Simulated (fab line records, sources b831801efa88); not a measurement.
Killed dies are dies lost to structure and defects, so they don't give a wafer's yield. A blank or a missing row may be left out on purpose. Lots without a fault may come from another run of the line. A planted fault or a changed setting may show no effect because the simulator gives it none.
A struck lot beside a sound one | flow sky130 | 43 steps out of a route of 708
Sound: wafers L639.2, L639.4, L639.5. Struck: wafers L655.3, L655.5, L655.6. The cause comes at the end.
At each step with rows: each side's tool, then ch and its chambers, then its first start. Under that, the readings that differ: sound wafers | struck wafers | difference of the means | sigmas: that difference in standard deviations of wafers without a fault.
alike: readings whose means differ by less than 2 such deviations, and words and numbers that are the same on both sides. not compared: withheld readings, readings that some wafer has no value for, bounds like >300 that may hide the same value, and numbers for which the record gives no deviation and whose values overlap.
The two part at a step that has a row with sigmas, a row that says differs or no value, or rows on one side only. Numbers that don't overlap but have no deviation are shown without sigmas and don't part them. A reading that every wafer of one side lacks parts them only if that side has two wafers or more.

first, 6 steps without rows for these wafers: SKY_LDD_N_HMDS_01 (prime time 60 s); SKY_LDD_N_COAT_02 (resist thk 300 nm); SKY_LDD_N_SOFTBAKE_03 (time 60 s); SKY_LDD_N_EXPOSE_04 (exposes mask NTM, target cd 840 nm); SKY_LDD_N_PEB_05; SKY_LDD_N_DEVELOP_06 (develop time 60 s).
SKY_LDD_N_OVL_MEAS_07:
  sound on overlay-01, day 20 11:04; struck on overlay-01, day 26 04:46
  alike: LDD_N_OVL
then, 5 steps without rows for these wafers: SKY_LDD_N_IMPLANT_08; SKY_LDD_N_IMPLANT_09; SKY_LDD_N_IMPLANT_10; SKY_LDD_N_IMPLANT_11; SKY_LDD_N_IMPLANT_12.
SKY_LDD_N_IMPLANT_13:
  sound on implanter-04 ch 0, day 20 11:52; struck on implanter-02 ch 0, day 26 05:36
then, 2 steps without rows for these wafers: SKY_LDD_N_IMPLANT_14; SKY_LDD_N_IMPLANT_15.
SKY_LDD_N_STRIP_16: strips in O2/N2.
  sound on plasma_asher-04 ch 0,1, day 20 12:18; struck on plasma_asher-02 ch 0,1, day 26 06:02
  alike: drypump_motor_current_A, oes_product_au, strip_time_to_endpoint_s
  not compared: rf_hours_counter_h
SKY_LDD_N_TW_MEAS_17:
  sound on film_metro-03, day 20 12:25; struck on film_metro-02, day 26 06:07
  reading  | sound          | struck         | difference | sigmas
  LDD_N_TW | 2616 2620 2615 | 2564 2571 2557 | -53        | -4
then, 7 steps without rows for these wafers: SKY_LDD_P_DEHYDRATE_00 (time 60 s); SKY_LDD_P_HMDS_01 (prime time 60 s); SKY_LDD_P_COAT_02 (resist thk 1140 nm); SKY_LDD_P_SOFTBAKE_03 (time 60 s); SKY_LDD_P_EXPOSE_04 (exposes mask PSDM, target cd 380 nm); SKY_LDD_P_PEB_05; SKY_LDD_P_DEVELOP_06 (develop time 62.11 s).
SKY_LDD_P_CD_MEAS_07: target cd 380 nm.
  sound on cd_sem-01, day 21 19:26; struck on cd_sem-01, day 27 12:51
  alike: cd_nm
SKY_LDD_P_OVL_MEAS_08:
  sound on overlay-01, day 21 19:32; struck on overlay-01, day 27 12:56
  alike: LDD_P_OVL
then, 1 step without rows for these wafers: SKY_LDD_P_IMPLANT_09.
SKY_LDD_P_STRIP_10: strips in O2/N2.
  sound on plasma_asher-03 ch 0,1, day 21 19:43; struck on plasma_asher-04 ch 0,1, day 27 13:09
  alike: drypump_motor_current_A, oes_product_au, strip_time_to_endpoint_s
  not compared: rf_hours_counter_h
SKY_LDD_P_TW_MEAS_11:
  sound on film_metro-01, day 21 19:50; struck on film_metro-03, day 27 13:14
  alike: LDD_P_TW
then, 7 steps without rows for these wafers: SKY_LDD_HVN_DEHYDRATE_00 (time 60 s); SKY_LDD_HVN_HMDS_01 (prime time 60 s); SKY_LDD_HVN_COAT_02 (resist thk 300 nm); SKY_LDD_HVN_SOFTBAKE_03 (time 60 s); SKY_LDD_HVN_EXPOSE_04 (exposes mask HVNTM, target cd 700 nm); SKY_LDD_HVN_PEB_05; SKY_LDD_HVN_DEVELOP_06 (develop time 60 s).
SKY_LDD_HVN_OVL_MEAS_07:
  sound on overlay-02, day 23 02:23; struck on overlay-02, day 28 17:02
  alike: LDD_HVN_OVL
then, 1 step without rows for these wafers: SKY_LDD_HVN_IMPLANT_08.
SKY_LDD_HVN_STRIP_09: strips in O2/N2.
  sound on plasma_asher-02 ch 0, day 23 02:34; struck on plasma_asher-02 ch 0,1, day 28 17:14
  alike: drypump_motor_current_A, oes_product_au, strip_time_to_endpoint_s
  not compared: rf_hours_counter_h
SKY_LDD_HVN_TW_MEAS_10:
  sound on film_metro-04, day 23 02:40; struck on film_metro-04, day 28 17:20
  alike: LDD_HVN_TW
then, 2 steps without rows for these wafers: SKY_LDD_HVP_DEHYDRATE_00 (time 60 s); SKY_LDD_HVP_HMDS_01 (prime time 60 s).
-- the record jumps here: 22 days lie between the struck wafers' starts before and after (it left off in module LDD_HVP and takes up again in module PAD_OPEN, whose first step shown is number 708 of the route) --
SKY_PAD_OPEN_PROBE_99:
  sound on prober-01, day 47 18:13; struck on prober-02, day 51 01:19
  reading                               | sound                | struck               | difference | sigmas
  killed_at_contacts                    | 25 26 20             | 36 42 31             | +13        | +2
  model.etest.nfet_01v8_turned.vt_v (V) | 0.7119 0.7152 0.7087 | 0.6955 0.7005 0.6973 | -0.0142    |
  model.etest.nfet_01v8_lvt.vt_v (V)    | 0.6163 0.6221 0.6149 | 0.6052 0.6135 0.6121 | -0.0075    |
  alike: killed_at_M0_to_M3, killed_at_M4_up, killed_at_front_end, killed_at_other, killed_dies, killed_open, killed_short
  not compared: model.etest.nfet_01v8.drive_ua_um_range, model.etest.nfet_01v8_lvt.vt_sat_v, model.etest.nfet_01v8.vt_v_range

WHERE THEY PART
First at SKY_LDD_N_TW_MEAS_17; last, within this record, at SKY_PAD_OPEN_PROBE_99.

WHY: what the simulator had put in
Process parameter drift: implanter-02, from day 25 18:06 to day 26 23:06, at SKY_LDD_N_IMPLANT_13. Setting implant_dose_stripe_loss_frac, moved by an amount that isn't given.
